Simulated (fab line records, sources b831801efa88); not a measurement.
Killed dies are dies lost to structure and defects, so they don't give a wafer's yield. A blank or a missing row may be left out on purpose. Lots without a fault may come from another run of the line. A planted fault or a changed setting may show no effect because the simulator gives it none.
Problem report in the 8D (eight disciplines) form, filled by code | flow sky130 | the parts of the form that need people (team, actions taken, sign-off) are left out

1. THE PROBLEM
LDD_N_TW at SKY_LDD_N_TW_MEAS_17 reads a mean of 2877 on 6 wafers of 2 lots; wafers without a fault read 2610 with a standard deviation of 16. That is +17 standard deviations from the usual mean.
First seen on wafer L137.2, day 25 15:28, on film_metro-04. The record holds 40 wafers of 14 lots with a number at this step. Rule for "out", or "out of limits": more than 4 standard deviations from the usual mean. The other wafers with a number count as sound.

2. WHAT IT IS AND WHAT IT IS NOT
question                    | is                           | is not
which readings at this step | LDD_N_TW                     | -
which lots                  | L137, L139                   | L119, L120, L121, L122, L123, L124, L126, L128, L129, L130, L133, L140
which wafers of those lots  | all that have a number       | -
read on which gauges        | film_metro-01, film_metro-04 | film_metro-02
when                        | from day 25 15:28            | up to then (32 sound wafers); but 2 sound wafers of L140 came after

3. SUSPECTS, AND WHAT RULES EACH OUT
Counting: a tool at a process step up to the reading stays a suspect if it ran every lot that is out and no sound lot after the first of them.
- the gauge at SKY_LDD_N_TW_MEAS_17: ruled out. The wafers that are out were read on 2 gauges (film_metro-01, film_metro-04).
- plasma_asher-03 at SKY_VT_ADJUST_LVTN_STRIP_09 (strips in O2/N2): kept. It ran every lot that is out, first L137 (day 12 17:49), and no sound lot after that; its last sound lot up to then is L128 (day 9 23:03).
- implanter-03 at SKY_LDD_N_IMPLANT_11: kept. It ran every lot that is out, first L137 (day 25 14:37), and no sound lot after that; its last sound lot up to then is L133 (day 24 00:04). Its own readings are out on those wafers: beam_on_s, dose_ions_cm2, faraday_current_uA.
- plasma_asher-03 at SKY_LDD_N_STRIP_16 (strips in O2/N2): ruled out as a lasting fault. Sound lots L140 ran on it after its first lot that is out, L137 (day 25 15:21).
Left after counting: plasma_asher-03 at SKY_VT_ADJUST_LVTN_STRIP_09, implanter-03 at SKY_LDD_N_IMPLANT_11.

4. THE CAUSE (what the simulator had put in)
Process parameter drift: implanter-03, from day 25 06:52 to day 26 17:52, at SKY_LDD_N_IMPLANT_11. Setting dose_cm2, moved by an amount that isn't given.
Counting left 2 suspects, and this tool is among them.

5. THE CHAIN OF EFFECTS, in route order
Each row: a reading whose mean over the struck wafers that have a number lies more than 3 standard deviations from the usual. Only readings for which the record gives a usual standard deviation are gone through. hours: the time from each lot's start at the first step in this table that gives one to its start at this step, as a median over the lots. sigmas: the change in usual standard deviations.
hours | step                 | reading                  | usual     | on struck wafers | change     | sigmas
0     | SKY_LDD_N_IMPLANT_11 | beam_on_s                | 9.98 s    | 39.00            | +29.02     | +99 or more
0     | SKY_LDD_N_IMPLANT_11 | dose_ions_cm2            | 7.499e+13 | 3.434e+14        | +2.684e+14 | +99 or more
0     | SKY_LDD_N_IMPLANT_11 | faraday_current_uA       | 423       | 497              | +74        | +9.1
1     | SKY_LDD_N_STRIP_16   | strip_time_to_endpoint_s | 4.315 s   | 5.001            | +0.686     | +57
1     | SKY_LDD_N_TW_MEAS_17 | LDD_N_TW                 | 2610      | 2877             | +267       | +17
The process steps in it:
- SKY_LDD_N_IMPLANT_11
- SKY_LDD_N_STRIP_16: strips in O2/N2.
Later measuring or inspecting steps at which every struck wafer that the step has a row for has a number for every such reading, and none has moved that far: SKY_LI_CONTACT_OVL_MEAS_13.

6. WHAT WOULD HAVE CAUGHT IT SOONER
In this record the first reading out of limits at a measuring or inspecting step was taken at day 25 15:28, 9 hours after the fault began at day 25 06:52.
The tool's own readings at SKY_LDD_N_IMPLANT_11 were out on every struck wafer that the step has a row for (beam_on_s, dose_ions_cm2, faraday_current_uA): an alarm limit on them would have fired on the first of those.
Of the lots that are out (2), L139 began SKY_LDD_N_IMPLANT_11 on implanter-03 after day 25 15:28. A hold on the tool at that time would have spared it.
